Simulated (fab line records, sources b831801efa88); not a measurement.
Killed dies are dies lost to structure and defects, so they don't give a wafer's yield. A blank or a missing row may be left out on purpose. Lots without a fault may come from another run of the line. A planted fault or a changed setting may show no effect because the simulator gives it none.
A struck lot beside a sound one | flow sky130 | 15 steps out of a route of 708
Sound: wafers L369.1, L369.4, L369.5. Struck: wafers L380.1, L380.3, L380.5. The cause comes at the end.
At each step with rows: each side's tool, then ch and its chambers, then its first start. Under that, the readings that differ: sound wafers | struck wafers | difference of the means | sigmas: that difference in standard deviations of wafers without a fault.
alike: readings whose means differ by less than 2 such deviations, and words and numbers that are the same on both sides. not compared: withheld readings, readings that some wafer has no value for, bounds like >300 that may hide the same value, and numbers for which the record gives no deviation and whose values overlap.
The two part at a step that has a row with sigmas, a row that says differs or no value, or rows on one side only. Numbers that don't overlap but have no deviation are shown without sigmas and don't part them. A reading that every wafer of one side lacks parts them only if that side has two wafers or more.

first, 1 step without rows for these wafers: SKY_POLY_GATE_OXIDATION_20 (stabilise 600 s, purge 300 s, target thk 4 nm).
SKY_POLY_GATE_THK_MEAS_21:
  sound on film_metro-03, day 16 13:10; struck on film_metro-01, day 20 18:41
  alike: POLY_GATE_OXIDATION_THK
SKY_POLY_GATE_CD_MEAS_22:
  sound on cd_sem-01, day 16 13:14; struck on cd_sem-01, day 20 18:44
  alike: cd_nm
then, 7 steps without rows for these wafers: SKY_LDD_N_DEHYDRATE_00 (time 60 s); SKY_LDD_N_HMDS_01 (prime time 60 s); SKY_LDD_N_COAT_02 (resist thk 300 nm); SKY_LDD_N_SOFTBAKE_03 (time 60 s); SKY_LDD_N_EXPOSE_04 (exposes mask NTM, target cd 840 nm); SKY_LDD_N_PEB_05; SKY_LDD_N_DEVELOP_06 (develop time 60 s).
SKY_LDD_N_OVL_MEAS_07:
  sound on overlay-01, day 17 17:55; struck on overlay-02, day 22 01:22
  alike: LDD_N_OVL
then, 1 step without rows for these wafers: SKY_LDD_N_IMPLANT_08.
SKY_LDD_N_IMPLANT_09:
  sound on implanter-02 ch 0, day 17 18:07; struck on implanter-02 ch 0, day 22 01:34
  reading       | sound                         | struck                       | difference | sigmas
  dose_ions_cm2 | 7.507e+13 7.499e+13 7.496e+13 | 7.816e+13 7.81e+13 7.818e+13 | +3.140e+12 | +40
then, 1 step without rows for these wafers: SKY_LDD_N_IMPLANT_10.
-- the record jumps here: 27 days lie between the struck wafers' starts before and after (it left off in module LDD_N and takes up again in module PAD_OPEN, whose first step shown is number 708 of the route) --
SKY_PAD_OPEN_PROBE_99:
  sound on prober-01, day 45 20:31; struck on prober-02, day 48 16:01
  alike: killed_at_M0_to_M3, killed_at_M4_up, killed_at_contacts, killed_at_front_end, killed_at_other, killed_dies, killed_open, killed_short

WHERE THEY PART
Only at SKY_LDD_N_IMPLANT_09, within this record. Later steps at which nothing parts them and some readings are alike: SKY_PAD_OPEN_PROBE_99.

WHY: what the simulator had put in
Process parameter drift: implanter-02, from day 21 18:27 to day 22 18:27, at SKY_LDD_N_IMPLANT_09. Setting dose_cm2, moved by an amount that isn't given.
